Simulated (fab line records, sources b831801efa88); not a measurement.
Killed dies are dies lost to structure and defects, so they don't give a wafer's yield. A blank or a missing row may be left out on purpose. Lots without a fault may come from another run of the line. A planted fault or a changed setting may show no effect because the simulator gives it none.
Which tool did it? | flow gf180mcu | 11 lots, 33 wafers sampled, at 5 steps of a route of 602

WHAT THE GAUGES READ, wafer by wafer
GF_V2_THK_MEAS_01.
lot  | measured     | on            | V2_CVD_00_THK (nm)
L934 | day 19 16:54 | film_metro-02 | 600 606 592
L936 | day 20 09:58 | film_metro-03 | 596 599 610
L939 | day 21 15:32 | film_metro-01 | 609 591 610
L940 | day 22 02:36 | film_metro-01 | 612 603 620
L941 | day 22 07:59 | film_metro-01 | 600 599 608
L947 | day 24 21:09 | film_metro-02 | 601 592 604
L948 | day 25 01:43 | film_metro-01 | 603 598 609
L950 | day 25 09:09 | film_metro-02 | 602 593 611
L953 | day 26 07:08 | film_metro-02 | 596 612 594
L952 | day 26 08:36 | film_metro-02 | 608 606 596
L955 | day 26 21:06 | film_metro-02 | 594 595 592

WHICH TOOL RAN EACH LOT (tool, then ch and the chambers of the sampled wafers, then the start)
lot  | GF_V1_ETCH_16                      | GF_V1_CMP_26                  | GF_M2_METAL_ETCH_16               | GF_M2_STRIP_17
L934 | rie_diel-01 ch 0,1,3, day 18 13:52 | cmp-01 ch 0,2,3, day 18 15:02 | rie_metal-02 ch 0,1, day 19 16:11 | plasma_asher-04 ch 0,1, day 19 16:17
L936 | rie_diel-01 ch 2,3, day 19 07:19   | cmp-01 ch 0,3, day 19 08:28   | rie_metal-03 ch 0,1, day 20 09:16 | plasma_asher-04 ch 0,1, day 20 09:22
L939 | rie_diel-02 ch 0,1,2, day 20 13:04 | cmp-01 ch 0,1,2, day 20 14:14 | rie_metal-03 ch 0,1, day 21 14:46 | plasma_asher-04 ch 0,1, day 21 14:53
L940 | rie_diel-03 ch 0,3, day 21 01:04   | cmp-02 ch 1,2, day 21 02:08   | rie_metal-04 ch 0,1, day 22 01:49 | plasma_asher-01 ch 0,1, day 22 01:56
L941 | rie_diel-03 ch 1,2,3, day 21 05:56 | cmp-01 ch 0,1,3, day 21 07:05 | rie_metal-02 ch 0,1, day 22 07:16 | plasma_asher-04 ch 0,1, day 22 07:23
L947 | rie_diel-03 ch 0,2,3, day 23 19:46 | cmp-01 ch 1,2,3, day 23 20:58 | rie_metal-02 ch 0, day 24 20:19   | plasma_asher-01 ch 0,1, day 24 20:29
L948 | rie_diel-01 ch 0,1,3, day 24 00:52 | cmp-02 ch 0,1,2, day 24 02:04 | rie_metal-02 ch 0, day 25 00:55   | plasma_asher-03 ch 0,1, day 25 01:05
L950 | rie_diel-01 ch 0,1,3, day 24 09:02 | cmp-01 ch 0,2,3, day 24 10:14 | rie_metal-02 ch 0, day 25 08:19   | plasma_asher-04 ch 0,1, day 25 08:29
L953 | rie_diel-03 ch 0,2,3, day 25 08:12 | cmp-02 ch 2,3, day 25 09:19   | rie_metal-03 ch 0,1, day 26 06:23 | plasma_asher-03 ch 0,1, day 26 06:29
L952 | rie_diel-01 ch 0,1,3, day 25 09:12 | cmp-01 ch 0,3, day 25 10:22   | rie_metal-04 ch 0,1, day 26 07:51 | plasma_asher-01 ch 0,1, day 26 07:58
L955 | rie_diel-03 ch 0,3, day 25 22:16   | cmp-01 ch 0,1,2, day 25 23:28 | rie_metal-04 ch 0,1, day 26 20:23 | plasma_asher-01 ch 0,1, day 26 20:29
- GF_V1_ETCH_16: etches BARC in N2/H2.
- GF_V1_CMP_26: polishes, stops on SiO2, t overpolish 15 s, target thk 0 nm.
- GF_M2_METAL_ETCH_16: etches the open film in Cl2/BCl3, stops on SiO2, target depth 627.5 nm, time 104.6 s.
- GF_M2_STRIP_17: strips in O2/N2.

THE ANSWER, worked out from the rows above alone
Rule: what is usual is taken from the lots themselves. Put in order of their means at a reading, lots are off if they are a third of the lots or fewer, leave a main group of 4 or more, and stand apart from it by a gap of 3 or more times the standard deviation of the main group's means; of several such gaps the widest counts. A main group whose means are all the same, to the digits that the tables above print for the reading, isn't used. A lot without any number at a reading at which 4 lots or more have one is off too. The other lots that the step has rows for count as sound.
No lot is off at any reading shown: from this, nothing can be told.

WHAT THE SIMULATOR HAD PUT IN
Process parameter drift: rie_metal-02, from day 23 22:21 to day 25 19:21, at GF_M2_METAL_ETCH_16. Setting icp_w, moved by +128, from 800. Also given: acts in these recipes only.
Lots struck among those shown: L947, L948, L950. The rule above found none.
